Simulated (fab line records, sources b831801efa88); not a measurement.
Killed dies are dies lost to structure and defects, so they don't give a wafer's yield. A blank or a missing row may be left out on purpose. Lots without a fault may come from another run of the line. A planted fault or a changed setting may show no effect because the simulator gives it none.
Which tool did it? | flow gf180mcu | 15 lots, 45 wafers sampled, at 3 steps of a route of 602

WHAT THE GAUGES READ, wafer by wafer
GF_V5_THK_MEAS_25: measures by xrf.
lot  | measured     | on            | V5_W_THK (nm)
L244 | day 27 08:56 | film_metro-01 | 369 364 367
L245 | day 27 21:09 | film_metro-01 | 352 352 358
L247 | day 28 09:38 | film_metro-03 | 348 349 347
L248 | day 29 01:46 | film_metro-02 | 367 361 357
L249 | day 29 11:18 | film_metro-02 | 365 365 364
L250 | day 29 16:01 | film_metro-02 | 363 364 363
L254 | day 30 17:29 | film_metro-03 | 359 362 361
L256 | day 31 07:47 | film_metro-03 | 353 351 346
L257 | day 31 10:55 | film_metro-03 | 348 354 353
L258 | day 31 17:07 | film_metro-01 | 351 355 359
L261 | day 32 19:35 | film_metro-02 | 360 366 356
L262 | day 32 19:56 | film_metro-03 | 346 347 338
L264 | day 33 04:40 | film_metro-01 | 359 369 369
L265 | day 33 12:24 | film_metro-03 | 355 359 356
L266 | day 33 16:07 | film_metro-01 | 363 356 362

GF_TOP_METAL_THK_MEAS_06: measures by xrf.
lot  | measured     | on            | TOP_METAL_ALCU_THK (nm)
L244 | day 27 09:38 | film_metro-02 | 883 882 888
L245 | day 27 21:51 | film_metro-04 | 903 907 895
L247 | day 28 10:20 | film_metro-04 | 914 892 916
L248 | day 29 02:28 | film_metro-04 | 891 902 896
L249 | day 29 12:00 | film_metro-03 | 888 896 892
L250 | day 29 16:43 | film_metro-02 | 892 882 872
L254 | day 30 18:11 | film_metro-02 | 883 882 888
L256 | day 31 08:29 | film_metro-03 | 902 903 900
L257 | day 31 11:51 | film_metro-02 | 867 853 871
L258 | day 31 17:49 | film_metro-04 | 891 887 891
L261 | day 32 20:17 | film_metro-02 | 891 877 885
L262 | day 32 20:38 | film_metro-02 | 912 899 911
L264 | day 33 05:22 | film_metro-03 | 880 887 887
L265 | day 33 13:06 | film_metro-04 | 909 919 906
L266 | day 33 16:49 | film_metro-03 | 884 891 889

WHICH TOOL RAN EACH LOT (tool, then ch and the chambers of the sampled wafers, then the start)
lot  | GF_TOP_METAL_SPUTTER_03
L244 | pvd_sputter-01, day 27 09:27
L245 | pvd_sputter-03, day 27 21:41
L247 | pvd_sputter-04, day 28 10:10
L248 | pvd_sputter-01, day 29 02:17
L249 | pvd_sputter-03, day 29 11:50
L250 | pvd_sputter-04, day 29 16:32
L254 | pvd_sputter-01, day 30 18:00
L256 | pvd_sputter-03, day 31 08:19
L257 | pvd_sputter-03, day 31 11:41
L258 | pvd_sputter-01, day 31 17:38
L261 | pvd_sputter-01, day 32 20:07
L262 | pvd_sputter-03, day 32 20:28
L264 | pvd_sputter-04, day 33 05:11
L265 | pvd_sputter-03, day 33 12:55
L266 | pvd_sputter-01, day 33 16:38
- GF_TOP_METAL_SPUTTER_03: material Ti, target thk 5 nm, time 3.3 s.

WHAT THE TOOLS THEMSELVES READ (means of the sampled wafers that have a number; where no wafer has one, the mark that the record gives instead)
GF_TOP_METAL_SPUTTER_03.
lot  | tool           | throttle_valve_pct (%)
L244 | pvd_sputter-01 | 29.6
L245 | pvd_sputter-03 | 29.5
L247 | pvd_sputter-04 | 30.8
L248 | pvd_sputter-01 | 29.6
L249 | pvd_sputter-03 | 28.9
L250 | pvd_sputter-04 | 31.8
L254 | pvd_sputter-01 | 30.1
L256 | pvd_sputter-03 | 29.3
L257 | pvd_sputter-03 | 29.2
L258 | pvd_sputter-01 | 29.7
L261 | pvd_sputter-01 | 30.0
L262 | pvd_sputter-03 | 29.9
L264 | pvd_sputter-04 | 30.5
L265 | pvd_sputter-03 | 29.6
L266 | pvd_sputter-01 | 30.1

THE ANSWER, worked out from the rows above alone
Rule: what is usual is taken from the lots themselves. Put in order of their means at a reading, lots are off if they are a third of the lots or fewer, leave a main group of 4 or more, and stand apart from it by a gap of 3 or more times the standard deviation of the main group's means; of several such gaps the widest counts. A main group whose means are all the same, to the digits that the tables above print for the reading, isn't used. A lot without any number at a reading at which 4 lots or more have one is off too. The other lots that the step has rows for count as sound. The gauges are gone through in route order, then the tools' own readings, and for those a lot's mean is taken as printed above. The first step at which some lot is off is used, and at that step the reading that is off furthest; a lot without a number counts as furthest.
No lot is off at any reading shown: from this, nothing can be told.

WHAT THE SIMULATOR HAD PUT IN
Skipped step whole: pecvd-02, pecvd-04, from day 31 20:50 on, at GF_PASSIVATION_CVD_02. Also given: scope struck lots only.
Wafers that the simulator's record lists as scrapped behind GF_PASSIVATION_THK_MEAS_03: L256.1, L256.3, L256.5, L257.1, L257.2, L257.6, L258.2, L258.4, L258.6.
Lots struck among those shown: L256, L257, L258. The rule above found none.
